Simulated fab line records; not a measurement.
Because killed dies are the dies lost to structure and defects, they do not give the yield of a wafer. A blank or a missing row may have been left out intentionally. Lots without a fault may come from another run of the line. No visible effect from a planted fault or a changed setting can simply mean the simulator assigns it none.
Matching of chambers    flow gf180mcu    GF_V5_CMP_26 on cmp-02: 4 sister chambers
The step polishes, stops on SiO2, t overpolish 15 s, target thk 0 nm. 4 wafers are shown with their chamber, then 10 later ones without.

WAFERS, EACH WITH ITS CHAMBER
wafer   chamber  motor_current_A (A)
L160.5  3        10.8
L162.2  0        9.3
L164.1  2        11.7
L164.3  1        11.9

WAFERS WHOSE CHAMBER IS MISSING
wafer   motor_current_A (A)
L164.5  11.9
L166.3  9.1
L166.4  11.7
L166.6  9.4
L171.2  11.2
L171.5  10.8
L171.6  9.9
L172.1  9.3
L172.4  11.9
L172.6  11.6

WHICH CHAMBER EACH WENT THROUGH
wafer   from the rows above           in truth
L164.5  can't be placed: 1 or 2       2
L166.3  0                             0
L166.4  can't be placed: 2 or 1       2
L166.6  0                             0
L171.2  can't be placed: 3 or 2 or 1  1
L171.5  3                             3
L171.6  can't be placed: 0 or 3       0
L172.1  0                             0
L172.4  can't be placed: 1 or 2       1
L172.6  can't be placed: 2 or 1       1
Correct placement for 4 of the 10. Cannot be placed on the basis of these rows: 6; the candidates contain the true chamber in 6. Wrongly placed: 0.
How it was worked out, from the rows above alone: a wafer's distance from a chamber is the root of the sum, over the readings, of the square of ((its reading less the chamber's mean) divided by the reading's scatter). The wafer belongs to the nearest chamber; if the next one is less than 2 further off, it can't be placed. For every chamber, the mean is computed from those of its wafers that are shown. The scatter (one wafer shown for each chamber): square how far every hidden wafer sits from the nearest shown wafer, average those squares and take the square root.
